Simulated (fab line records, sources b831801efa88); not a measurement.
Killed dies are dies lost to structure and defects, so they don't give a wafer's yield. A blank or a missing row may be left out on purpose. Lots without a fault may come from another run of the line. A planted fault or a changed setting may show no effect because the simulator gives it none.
fab line records | flow gf180mcu | part 1 of 2: steps 1 to 31 of 41
record lots=5 wafers=15 last_day=32
route steps=602 shown HV_LDD@198 NSD@235
lots that met no fault: from a run of the same line without faults
start_h: hours from the record's first day to the start of the lot's first wafer shown | wait_h: hours since the lot's step before | " the same as in the row above | L1.1+2: a row that stands for several wafers | - no value, or no start given | * or withheld: withheld | < > ~ a bound
route shown NAME@n: a module of which the file shows steps, and the number in the route of the first | usual: mean/standard deviation of fault-free wafers | same: alike in all rows | chamber/n: place in a boat | sites: the reading at each site | _std_site: their standard deviation | _edge_site: outer sites' mean less inner sites' | radius_mm: how far each site lies from the wafer's centre | mask NAME#n: copy n | behind: the tool/chamber that last shaped the wafer | hold: why the lot was held/for how many hours/how that ended | device: the transistor (n, p or np) that didn't switch | end of line: the same wafers' tests at the end of the route | a step without rows: its recipe alone | killed: dies lost to structure and defects at the first sort, not the wafer's yield | map: a wafer's dies, x killed, . not, _ none there
set.NAME: the setting as run; set.NAME@STEP: as run at that earlier step | model.NAME: the simulator's own value behind a step, which no gauge read
lots at some steps of the route; a table a step, a row a wafer
services: from which hour (start_h, from the record's first day; less than 0 if before it) a tool's chamber was out of use, for how many hours, and why
## steps
# step GF_HV_LDD_STRIP_22
# recipe chemistry=O2/N2 power_w=1400 pressure_mtorr=1500 platen_temp_c=250 o2_flow_sccm=3000 n2_flow_sccm=300 overash_fraction=0.5
# usual drypump_motor_current_A=5.6/0.52 heater_power_w=334/21 oes_product_au=0.717/0.0046 strip_time_to_endpoint_s=12.62/0.036
# columns lot.wafer tool chamber start_h wait_h drypump_motor_current_A heater_power_w oes_product_au rf_hours_counter_h strip_time_to_endpoint_s
L075.1 plasma_asher-04 0 239.16 0.1 5.8 369 0.714 59 12.62
L075.5 " 0 " " 5.8 356 0.717 - 12.65
L075.6 " 1 " " 4.8 326 0.717 - 12.65
L076.2 plasma_asher-01 1 245.70 0.1 5.4 339 0.716 46 12.57
L076.4 " 0 " " 6.0 352 0.710 - 12.62
L076.6 " 1 " " 5.4 340 0.711 - 12.58
L077.2 plasma_asher-04 1 255.95 0.1 4.8 321 0.717 61 12.58
L077.3 " 0 " " 5.8 354 0.715 - 12.57
L077.6 " 0 " " 5.8 354 0.726 - 12.55
L078.1 plasma_asher-02 0 263.16 0.1 6.3 296 0.710 15 12.67
L078.2 " 1 " " 5.7 337 0.715 15 12.65
L078.6 " 1 " " 5.7 331 0.725 - 12.63
L086.2 plasma_asher-02 0 329.21 0.1 6.2 300 0.710 23 12.63
L086.4 " 1 " " 5.7 330 0.716 - 12.62
L086.5 " 0 " " 6.2 292 0.712 - 12.60
# step GF_HV_LDD_TW_MEAS_23
# usual HV_LDD_2_TW=1056/7.4
# columns lot.wafer tool chamber start_h wait_h HV_LDD_2_TW
L075.1 film_metro-01 - 239.26 0.1 1045
L075.5 " - " " 1042
L075.6 " - " " 1044
L076.2 film_metro-03 - 245.81 0.1 1062
L076.4 " - " " 1063
L076.6 " - " " 1063
L077.2 film_metro-04 - 256.06 0.1 1072
L077.3 " - " " 1065
L077.6 " - " " 1070
L078.1 film_metro-01 - 263.26 0.1 1042
L078.2 " - " " 1045
L078.6 " - " " 1043
L086.2 film_metro-04 - 329.32 0.1 1059
L086.4 " - " " 1055
L086.5 " - " " 1060
# step GF_HV_LDD_DEHYDRATE_24
# recipe temp_c=200 time_s=60
# same time_s=60
# columns lot.wafer tool chamber start_h wait_h
L075.1+5+6 litho_track-02 0 247.45 8.2
L076.2+4+6 litho_track-04 0 254.18 8.4
L077.2+3+6 litho_track-02 0 264.78 8.7
L078.1+2+6 litho_track-02 0 272.20 8.9
L086.2+4+5 litho_track-04 0 339.63 10.3
# step GF_HV_LDD_HMDS_25
# recipe prime_time_s=60 prime_temp_c=120
# columns lot.wafer tool chamber start_h wait_h
L075.1+5+6 litho_track-02 0 247.60 0.1
L076.2+4+6 litho_track-04 0 254.33 0.1
L077.2+3+6 litho_track-02 0 264.93 0.1
L078.1+2+6 litho_track-02 0 272.35 0.1
L086.2+4+5 litho_track-04 0 339.78 0.1
# step GF_HV_LDD_COAT_26
# recipe resist=NOVOLAK spin_rpm=3000 resist_thk_nm=1000
# usual spin_speed_rpm=3000.0/2.1
# columns lot.wafer tool chamber start_h wait_h spin_speed_rpm
L075.1 litho_track-02 0 247.75 0.1 2996.2
L075.5 " 0 " " 2998.2
L075.6 " 0 " " 2999.3
L076.2 litho_track-04 0 254.48 0.1 3000.0
L076.4 " 0 " " 3003.9
L076.6 " 0 " " 3001.5
L077.2 litho_track-02 0 265.08 0.1 3004.1
L077.3 " 0 " " 3003.7
L077.6 " 0 " " 3003.2
L078.1 litho_track-02 0 272.50 0.1 3001.4
L078.2 " 0 " " 3000.0
L078.6 " 0 " " 3000.4
L086.2 litho_track-04 0 339.93 0.1 3000.2
L086.4 " 0 " " 2999.9
L086.5 " 0 " " 3001.6
# step GF_HV_LDD_SOFTBAKE_27
# recipe temp_c=90 time_s=60 resist=NOVOLAK
# same time_s=60
# columns lot.wafer tool chamber start_h wait_h
L075.1+5+6 litho_track-02 0 247.90 0.1
L076.2+4+6 litho_track-04 0 254.63 0.1
L077.2+3+6 litho_track-02 0 265.23 0.1
L078.1+2+6 litho_track-02 0 272.65 0.1
L086.2+4+5 litho_track-04 0 340.08 0.1
# step GF_HV_LDD_EXPOSE_28
# recipe mask_id=Nplus_HV_AREA target_cd_nm=400 na=0.6 source_shape=conventional sigma_outer=0.6 dose_mj=140
# usual exposure_dose_mJ_cm2=140.02/0.14
# columns lot.wafer tool chamber start_h wait_h mask exposure_dose_mJ_cm2
L075.1 iline_stepper-02 0 - - Nplus_HV_AREA#0 139.98
L075.5 " 0 " " Nplus_HV_AREA#0 140.07
L075.6 " 0 " " Nplus_HV_AREA#0 140.01
L076.2 iline_stepper-02 0 - - Nplus_HV_AREA#0 140.16
L076.4 " 0 " " Nplus_HV_AREA#0 140.00
L076.6 " 0 " " Nplus_HV_AREA#0 139.99
L077.2 iline_stepper-01 0 - - Nplus_HV_AREA#0 140.08
L077.3 " 0 " " Nplus_HV_AREA#0 140.28
L077.6 " 0 " " Nplus_HV_AREA#0 140.35
L078.1 iline_stepper-02 0 - - Nplus_HV_AREA#0 140.03
L078.2 " 0 " " Nplus_HV_AREA#0 140.18
L078.6 " 0 " " Nplus_HV_AREA#0 140.03
L086.2 iline_stepper-01 0 - - Nplus_HV_AREA#0 140.00
L086.4 " 0 " " Nplus_HV_AREA#0 140.05
L086.5 " 0 " " Nplus_HV_AREA#0 139.90
# step GF_HV_LDD_PEB_29
# recipe temp_c=withheld time_s=* resist=NOVOLAK
# same time_s=*
# columns lot.wafer tool chamber start_h wait_h
L075.1+5+6 litho_track-04 0 - -
L076.2+4+6 litho_track-02 0 - -
L077.2+3+6 litho_track-04 0 - -
L078.1+2+6 litho_track-01 0 - -
L086.2+4+5 litho_track-04 0 - -
# step GF_HV_LDD_DEVELOP_30
# recipe develop_time_s=60 dev_temp_c=23
# columns lot.wafer tool chamber start_h wait_h
L075.1+5+6 litho_track-04 0 256.90 0.1
L076.2+4+6 litho_track-02 0 263.63 0.1
L077.2+3+6 litho_track-04 0 274.73 0.1
L078.1+2+6 litho_track-01 0 281.95 0.1
L086.2+4+5 litho_track-04 0 350.98 0.1
# step GF_HV_LDD_CD_MEAS_31
# recipe target_cd_nm=400
# usual cd_nm=400.0/2.1
# columns lot.wafer tool chamber start_h wait_h cd_nm
L075.1 cd_sem-01 - 257.05 0.1 403.9
L075.5 " - " " 402.9
L075.6 " - " " 402.3
L076.2 cd_sem-02 - 263.77 0.1 397.9
L076.4 " - " " 400.9
L076.6 " - " " 401.9
L077.2 cd_sem-02 - 274.87 0.1 397.9
L077.3 " - " " 397.0
L077.6 " - " " 398.9
L078.1 cd_sem-01 - 282.10 0.1 401.0
L078.2 " - " " 401.2
L078.6 " - " " 401.3
L086.2 cd_sem-02 - 351.12 0.1 398.9
L086.4 " - " " 398.2
L086.5 " - " " 397.7
# step GF_HV_LDD_OVL_MEAS_32
# usual HV_LDD_02_OVL=-0.3/1.7
# columns lot.wafer tool chamber start_h wait_h HV_LDD_02_OVL[nm]
L075.1 overlay-01 - 257.17 0.1 -1.3
L075.5 " - " " -1.7
L075.6 " - " " -1.1
L076.2 overlay-02 - 263.88 0.1 -1.4
L076.4 " - " " -2.1
L076.6 " - " " -2.3
L077.2 overlay-02 - 274.98 0.1 1.3
L077.3 " - " " 0.1
L077.6 " - " " 0.4
L078.1 overlay-01 - 282.22 0.1 -2.2
L078.2 " - " " -0.2
L078.6 " - " " -1.7
L086.2 overlay-01 - 351.23 0.1 0.6
L086.4 " - " " 2.0
L086.5 " - " " 1.8
# step GF_HV_LDD_IMPLANT_33
# recipe species=P energy_kev=60 dose_cm2=7.5e+12 tilt_deg=30 rotation_deg=0
# columns lot.wafer tool chamber start_h wait_h
L075.1+5+6 implanter-04 0 257.21 0.0
L076.2+4+6 implanter-03 0 263.93 0.0
L077.2+3+6 implanter-04 0 275.03 0.0
L078.1+2+6 implanter-01 0 282.25 0.0
L086.2+4+5 implanter-01 0 351.28 0.0
# step GF_HV_LDD_IMPLANT_34
# recipe species=P energy_kev=60 dose_cm2=7.5e+12 tilt_deg=30 rotation_deg=90
# columns lot.wafer tool chamber start_h wait_h
L075.1+5+6 implanter-04 0 257.36 0.1
L076.2+4+6 implanter-03 0 264.08 0.1
L077.2+3+6 implanter-04 0 275.18 0.1
L078.1+2+6 implanter-01 0 282.40 0.1
L086.2+4+5 implanter-01 0 351.43 0.1
# step GF_HV_LDD_IMPLANT_35
# recipe species=P energy_kev=60 dose_cm2=7.5e+12 tilt_deg=30 rotation_deg=180
# columns lot.wafer tool chamber start_h wait_h
L075.1+5+6 implanter-04 0 257.51 0.1
L076.2+4+6 implanter-03 0 264.23 0.1
L077.2+3+6 implanter-04 0 275.33 0.1
L078.1+2+6 implanter-01 0 282.55 0.1
L086.2+4+5 implanter-01 0 351.58 0.1
# step GF_HV_LDD_IMPLANT_36
# recipe species=P energy_kev=60 dose_cm2=7.5e+12 tilt_deg=30 rotation_deg=270
# columns lot.wafer tool chamber start_h wait_h
L075.1+5+6 implanter-04 0 257.66 0.1
L076.2+4+6 implanter-03 0 264.38 0.1
L077.2+3+6 implanter-04 0 275.48 0.1
L078.1+2+6 implanter-01 0 282.70 0.1
L086.2+4+5 implanter-01 0 351.73 0.1
# step GF_HV_LDD_STRIP_37
# recipe chemistry=O2/N2 power_w=1400 pressure_mtorr=1500 platen_temp_c=250 o2_flow_sccm=3000 n2_flow_sccm=300 overash_fraction=0.5
# usual drypump_motor_current_A=5.6/0.52 heater_power_w=331/22 oes_product_au=0.717/0.0046 strip_time_to_endpoint_s=12.63/0.035
# columns lot.wafer tool chamber start_h wait_h drypump_motor_current_A heater_power_w oes_product_au rf_hours_counter_h strip_time_to_endpoint_s
L075.1 plasma_asher-02 1 257.81 0.1 5.7 333 0.721 15 12.71
L075.5 " 1 " " 5.7 324 0.719 - 12.68
L075.6 " 0 " " 6.3 300 0.723 - 12.68
L076.2 plasma_asher-02 0 264.51 0.1 6.2 297 0.719 15 12.64
L076.4 " 0 " " 6.2 303 0.713 - 12.62
L076.6 " 0 " " 6.3 304 0.717 - 12.65
L077.2 plasma_asher-01 0 275.61 0.1 5.9 355 0.717 49 12.64
L077.3 " 1 " " 5.4 341 0.718 - 12.64
L077.6 " 0 " " 5.9 354 0.702 - 12.63
L078.1 plasma_asher-01 0 282.85 0.1 6.0 368 0.712 50 12.68
L078.2 " 1 " " 5.4 350 0.708 50 12.67
L078.6 " 0 " " 6.0 344 0.723 - 12.66
L086.2 plasma_asher-02 1 351.86 0.1 5.8 317 0.719 25 12.63
L086.4 " 0 " " 6.3 300 0.717 - 12.61
L086.5 " 0 " " 6.2 300 0.705 - 12.57
# step GF_HV_LDD_TW_MEAS_38
# usual HV_LDD_3_TW=1439/11
# columns lot.wafer tool chamber start_h wait_h HV_LDD_3_TW
L075.1 film_metro-03 - 257.91 0.1 1441
L075.5 " - " " 1442
L075.6 " - " " 1436
L076.2 film_metro-01 - 264.62 0.1 1422
L076.4 " - " " 1423
L076.6 " - " " 1423
L077.2 film_metro-03 - 275.72 0.1 1437
L077.3 " - " " 1439
L077.6 " - " " 1446
L078.1 film_metro-03 - 282.95 0.1 1441
L078.2 " - " " 1442
L078.6 " - " " 1439
L086.2 film_metro-03 - 351.97 0.1 1446
L086.4 " - " " 1451
L086.5 " - " " 1446
# step GF_HV_LDD_DEHYDRATE_39
# recipe temp_c=200 time_s=60
# same time_s=60
# columns lot.wafer tool chamber start_h wait_h
L075.1+5+6 litho_track-04 0 267.00 9.1
L076.2+4+6 litho_track-02 0 273.43 8.8
L077.2+3+6 litho_track-01 0 285.47 9.7
L078.1+2+6 litho_track-02 0 292.40 9.4
L086.2+4+5 litho_track-02 0 362.53 10.5
# step GF_HV_LDD_HMDS_40
# recipe prime_time_s=60 prime_temp_c=120
# columns lot.wafer tool chamber start_h wait_h
L075.1+5+6 litho_track-04 0 267.15 0.1
L076.2+4+6 litho_track-02 0 273.58 0.1
L077.2+3+6 litho_track-01 0 285.62 0.1
L078.1+2+6 litho_track-02 0 292.55 0.1
L086.2+4+5 litho_track-02 0 362.68 0.1
# step GF_HV_LDD_COAT_41
# recipe resist=NOVOLAK spin_rpm=3000 resist_thk_nm=1000
# usual spin_speed_rpm=2999.8/2.1
# columns lot.wafer tool chamber start_h wait_h spin_speed_rpm
L075.1 litho_track-04 0 267.30 0.1 3000.0
L075.5 " 0 " " 2999.8
L075.6 " 0 " " 2996.8
L076.2 litho_track-02 0 273.73 0.1 3001.7
L076.4 " 0 " " 2997.5
L076.6 " 0 " " 2999.1
L077.2 litho_track-01 0 285.77 0.1 3000.1
L077.3 " 0 " " 2997.7
L077.6 " 0 " " 3000.0
L078.1 litho_track-02 0 292.70 0.1 2997.1
L078.2 " 0 " " 2996.1
L078.6 " 0 " " 2993.5
L086.2 litho_track-02 0 362.83 0.1 3000.3
L086.4 " 0 " " 3000.2
L086.5 " 0 " " 3000.9
# step GF_HV_LDD_SOFTBAKE_42
# recipe temp_c=90 time_s=60 resist=NOVOLAK
# same time_s=60
# columns lot.wafer tool chamber start_h wait_h
L075.1+5+6 litho_track-04 0 267.45 0.1
L076.2+4+6 litho_track-02 0 273.88 0.1
L077.2+3+6 litho_track-01 0 285.92 0.1
L078.1+2+6 litho_track-02 0 292.85 0.1
L086.2+4+5 litho_track-02 0 362.98 0.1
# step GF_HV_LDD_EXPOSE_43
# recipe mask_id=Pplus_HV_AREA target_cd_nm=400 na=0.6 source_shape=conventional sigma_outer=0.6 dose_mj=140
# usual exposure_dose_mJ_cm2=139.99/0.14
# columns lot.wafer tool chamber start_h wait_h mask exposure_dose_mJ_cm2
L075.1 iline_stepper-02 0 - - Pplus_HV_AREA#0 139.94
L075.5 " 0 " " Pplus_HV_AREA#0 140.05
L075.6 " 0 " " Pplus_HV_AREA#0 140.06
L076.2 iline_stepper-01 0 - - Pplus_HV_AREA#0 139.87
L076.4 " 0 " " Pplus_HV_AREA#0 140.05
L076.6 " 0 " " Pplus_HV_AREA#0 139.78
L077.2 iline_stepper-01 0 - - Pplus_HV_AREA#0 140.04
L077.3 " 0 " " Pplus_HV_AREA#0 140.35
L077.6 " 0 " " Pplus_HV_AREA#0 140.17
L078.1 iline_stepper-01 0 - - Pplus_HV_AREA#0 139.95
L078.2 " 0 " " Pplus_HV_AREA#0 139.84
L078.6 " 0 " " Pplus_HV_AREA#0 140.18
L086.2 iline_stepper-02 0 - - Pplus_HV_AREA#0 140.15
L086.4 " 0 " " Pplus_HV_AREA#0 140.15
L086.5 " 0 " " Pplus_HV_AREA#0 140.19
# step GF_HV_LDD_PEB_44
# recipe temp_c=withheld time_s=* resist=NOVOLAK
# same time_s=*
# columns lot.wafer tool chamber start_h wait_h
L075.1+5+6 litho_track-01 0 - -
L076.2+4+6 litho_track-04 0 - -
L077.2+3+6 litho_track-04 0 - -
L078.1+2+6 litho_track-02 0 - -
L086.2+4+5 litho_track-02 0 - -
# step GF_HV_LDD_DEVELOP_45
# recipe develop_time_s=60 dev_temp_c=23
# columns lot.wafer tool chamber start_h wait_h
L075.1+5+6 litho_track-01 0 276.70 0.1
L076.2+4+6 litho_track-04 0 283.38 0.1
L077.2+3+6 litho_track-04 0 295.78 0.1
L078.1+2+6 litho_track-02 0 302.65 0.1
L086.2+4+5 litho_track-02 0 373.53 0.1
# step GF_HV_LDD_CD_MEAS_46
# recipe target_cd_nm=400
# usual cd_nm=399.6/2.6
# columns lot.wafer tool chamber start_h wait_h cd_nm
L075.1 cd_sem-02 - 276.85 0.1 396.7
L075.5 " - " " 398.6
L075.6 " - " " 399.7
L076.2 cd_sem-01 - 283.52 0.1 401.6
L076.4 " - " " 399.4
L076.6 " - " " 400.1
L077.2 cd_sem-01 - 295.92 0.1 401.7
L077.3 " - " " 402.8
L077.6 " - " " 402.4
L078.1 cd_sem-01 - 302.80 0.1 405.6
L078.2 " - " " 405.2
L078.6 " - " " 405.1
L086.2 cd_sem-01 - 373.67 0.1 397.8
L086.4 " - " " 396.5
L086.5 " - " " 395.3
# step GF_HV_LDD_OVL_MEAS_47
# usual HV_LDD_03_OVL=0.8/1.4
# columns lot.wafer tool chamber start_h wait_h HV_LDD_03_OVL[nm]
L075.1 overlay-02 - 276.97 0.1 1.0
L075.5 " - " " 0.1
L075.6 " - " " 0.8
L076.2 overlay-01 - 283.63 0.1 -2.9
L076.4 " - " " -0.8
L076.6 " - " " -0.3
L077.2 overlay-02 - 296.03 0.1 1.5
L077.3 " - " " 1.1
L077.6 " - " " 0.1
L078.1 overlay-01 - 302.92 0.1 3.1
L078.2 " - " " 4.6
L078.6 " - " " 2.5
L086.2 overlay-01 - 373.78 0.1 0.3
L086.4 " - " " 0.3
L086.5 " - " " -1.0
# step GF_HV_LDD_IMPLANT_48
# recipe species=B energy_kev=25 dose_cm2=3e+13 tilt_deg=7
# columns lot.wafer tool chamber start_h wait_h
L075.1+5+6 implanter-04 0 277.00 0.0
L076.2+4+6 implanter-01 0 283.68 0.0
L077.2+3+6 implanter-03 0 296.08 0.0
L078.1+2+6 implanter-03 0 302.96 0.0
L086.2+4+5 implanter-04 0 373.83 0.0
# step GF_HV_LDD_STRIP_49
# recipe chemistry=O2/N2 power_w=1400 pressure_mtorr=1500 platen_temp_c=250 o2_flow_sccm=3000 n2_flow_sccm=300 overash_fraction=0.5
# usual drypump_motor_current_A=5.6/0.5 heater_power_w=334/20 oes_product_au=0.716/0.0048 strip_time_to_endpoint_s=12.63/0.04
# columns lot.wafer tool chamber start_h wait_h drypump_motor_current_A heater_power_w oes_product_au rf_hours_counter_h strip_time_to_endpoint_s
L075.1 plasma_asher-02 0 277.15 0.1 6.3 297 0.720 17 12.69
L075.5 " 0 " " 6.3 302 0.717 - 12.72
L075.6 " 1 " " 5.7 319 0.719 - 12.67
L076.2 plasma_asher-01 0 283.81 0.1 6.0 347 0.713 50 12.64
L076.4 " 1 " " 5.4 341 0.716 - 12.62
L076.6 " 0 " " 6.0 354 0.717 - 12.57
L077.2 plasma_asher-04 0 296.21 0.1 5.8 351 0.716 65 12.58
L077.3 " 1 " " 4.8 333 0.714 - 12.58
L077.6 " 1 " " 4.7 326 0.715 - 12.58
L078.1 plasma_asher-01 1 303.11 0.1 5.4 345 0.718 52 12.61
L078.2 " 0 " " 6.0 357 0.719 52 12.65
L078.6 " 1 " " 5.4 337 0.713 - 12.64
L086.2 plasma_asher-04 1 373.96 0.1 4.8 324 0.713 73 12.70
L086.4 " 0 " " 5.8 363 0.713 - 12.66
L086.5 " 0 " " 5.8 368 0.719 - 12.69
# step GF_HV_LDD_TW_MEAS_50
# usual HV_LDD_4_TW=570/3.9
# columns lot.wafer tool chamber start_h wait_h HV_LDD_4_TW
L075.1 film_metro-01 - 277.25 0.1 563
L075.5 " - " " 564
L075.6 " - " " 561
L076.2 film_metro-03 - 283.92 0.1 573
L076.4 " - " " 574
L076.6 " - " " 572
L077.2 film_metro-04 - 296.32 0.1 572
L077.3 " - " " 573
L077.6 " - " " 571
L078.1 film_metro-04 - 303.21 0.1 571
L078.2 " - " " 572
L078.6 " - " " 571
L086.2 film_metro-04 - 374.07 0.1 575
L086.4 " - " " 575
L086.5 " - " " 573
# step GF_HV_LDD_CLEAN_51
# recipe chemistry=SC1/SC2 mix=1:4:20 temp_c=70 time_s=150 dry=n2_spin
# same time_s=150
# columns lot.wafer tool chamber start_h wait_h
L075.1+5+6 wet_bench-04 2 277.31 0.1
L076.2+4+6 wet_bench-04 0 283.97 0.0
L077.2+3+6 wet_bench-03 2 296.37 0.0
L078.1+2+6 wet_bench-03 0 303.27 0.1
L086.2+4+5 wet_bench-04 0 374.12 0.0
# step GF_HV_LDD_RTA_52
# recipe temp_c=1000 time_s=10 ambient=N2
# usual lamp_power_pct=29.5/0.63 wafer_temp_C_max=1005.9/1.7
# same time_s=10
# columns lot.wafer tool chamber start_h wait_h lamp_power_pct wafer_temp_C_max
L075.1 rtp_anneal-02 0 277.37 0.0 30.0 1004.6
L075.5 " 0 " " 30.0 1006.3
L075.6 " 0 " " 30.1 1006.6
L076.2 rtp_anneal-01 0 284.04 0.0 28.8 1007.1
L076.4 " 0 " " 28.8 1005.1
L076.6 " 0 " " 28.8 1007.7
L077.2 rtp_anneal-01 0 296.43 0.0 28.8 1006.4
L077.3 " 0 " " 28.8 1006.4
L077.6 " 0 " " 28.8 1006.0
L078.1 rtp_anneal-01 0 303.32 0.0 28.7 1008.1
L078.2 " 0 " " 28.8 1006.6
L078.6 " 0 " " 28.7 1006.0
L086.2 rtp_anneal-01 0 374.19 0.0 28.7 1006.6
L086.4 " 0 " " 28.8 1007.7
L086.5 " 0 " " 28.8 1009.6
